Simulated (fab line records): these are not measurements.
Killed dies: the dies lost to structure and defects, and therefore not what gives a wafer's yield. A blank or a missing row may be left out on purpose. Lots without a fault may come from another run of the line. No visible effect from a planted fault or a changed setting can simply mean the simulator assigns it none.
Comparing a struck lot with a sound one | flow sky130 | 15 steps out of a route of 708
Sound: wafers L176.1, L176.3, L176.4. Struck: wafers L175.2, L175.4 (left out: L175.5, a lot-mate that was not struck); the cause follows at the end.
Order at every step that has rows: each side's tool, ch and its chambers, its first start. Under that, the readings that differ: sound wafers | struck wafers | difference of the means | sigmas: that difference in standard deviations of wafers without a fault.
alike: same words and numbers on both sides, and readings whose means sit less than 2 such deviations apart. not compared: any withheld reading, any reading some wafer has no value for, any bound like >300 that may hide the same value, and any number with overlapping values for which the record gives no deviation.
The two part at a step that has a row with sigmas, a row that says differs or no value, or rows on one side only. When numbers do not overlap yet have no deviation, they are printed without sigmas and do not part them. A reading that every wafer of one side lacks parts them only if that side has two wafers or more.

SKY_SONOS_ONO_THK_MEAS_03:
  sound on film metro-04 at day 15 20:28; struck on film metro-02 at day 15 20:26
  alike: SONOS_ONO_CVD_02_THK
then, 1 step without rows for these wafers: SKY_SONOS_ONO_CVD_04 (deposits SiO2 from SiH4/N2O, target thk 5.7199 nm).
SKY_SONOS_ONO_THK_MEAS_05:
  sound on film metro-04 at day 15 22:59; struck on film metro-04 at day 15 21:44
  alike: SONOS_ONO_CVD_04_THK
then, 7 steps without rows for these wafers: SKY_SONOS_ONO_DEHYDRATE_06 (time 60 s); SKY_SONOS_ONO_HMDS_07 (prime time 60 s); SKY_SONOS_ONO_COAT_08 (resist thk 1140 nm); SKY_SONOS_ONO_SOFTBAKE_09 (time 60 s); SKY_SONOS_ONO_EXPOSE_10 (exposes mask ONOM, target cd 410 nm); SKY_SONOS_ONO_PEB_11; SKY_SONOS_ONO_DEVELOP_12 (develop time 60 s).
SKY_SONOS_ONO_CD_MEAS_13: target cd 410 nm.
  sound on cd sem-02 at day 17 02:19; struck on cd sem-01 at day 17 00:54
  alike: cd nm
SKY_SONOS_ONO_OVL_MEAS_14:
  sound on overlay-02 at day 17 02:26; struck on overlay-02 at day 17 01:00
  alike: SONOS_ONO_OVL
SKY_SONOS_ONO_ETCH_15: etches the open film in CHF3/O2, target depth 19.52 nm, time 7.8 s.
  sound on rie diel-04 ch 0,1,3, day 17 02:28; struck on rie diel-02 ch 2,3, day 17 01:02
  reading                               | sound             | struck      | difference | sigmas
  rf hours counter h (h)                | 9 5 8             | 0 2         | -6         |
  model.SONOS_ONO.feature depth nm (nm) | 19.39 19.67 19.53 | 18.59 18.65 | -0.91      |
  model.etch.depth nm (nm)              | 19.39 19.67 19.53 | 18.59 18.65 | -0.91      |
  alike: drypump motor current A, oes product au, throttle valve pct
then, 1 step without rows for these wafers: SKY_SONOS_ONO_WET_ETCH_16 (etches SiO2 in dHF, target depth 14 nm, time 280 s).
SKY_PAD_OPEN_PROBE_99:
  rows exist in the record for the sound wafers here (prober-01, day 49 02:44), none for the struck ones

== WHERE THEY PART ==
Within this record, at SKY_PAD_OPEN_PROBE_99 only.

WHY: the cause the simulator had injected
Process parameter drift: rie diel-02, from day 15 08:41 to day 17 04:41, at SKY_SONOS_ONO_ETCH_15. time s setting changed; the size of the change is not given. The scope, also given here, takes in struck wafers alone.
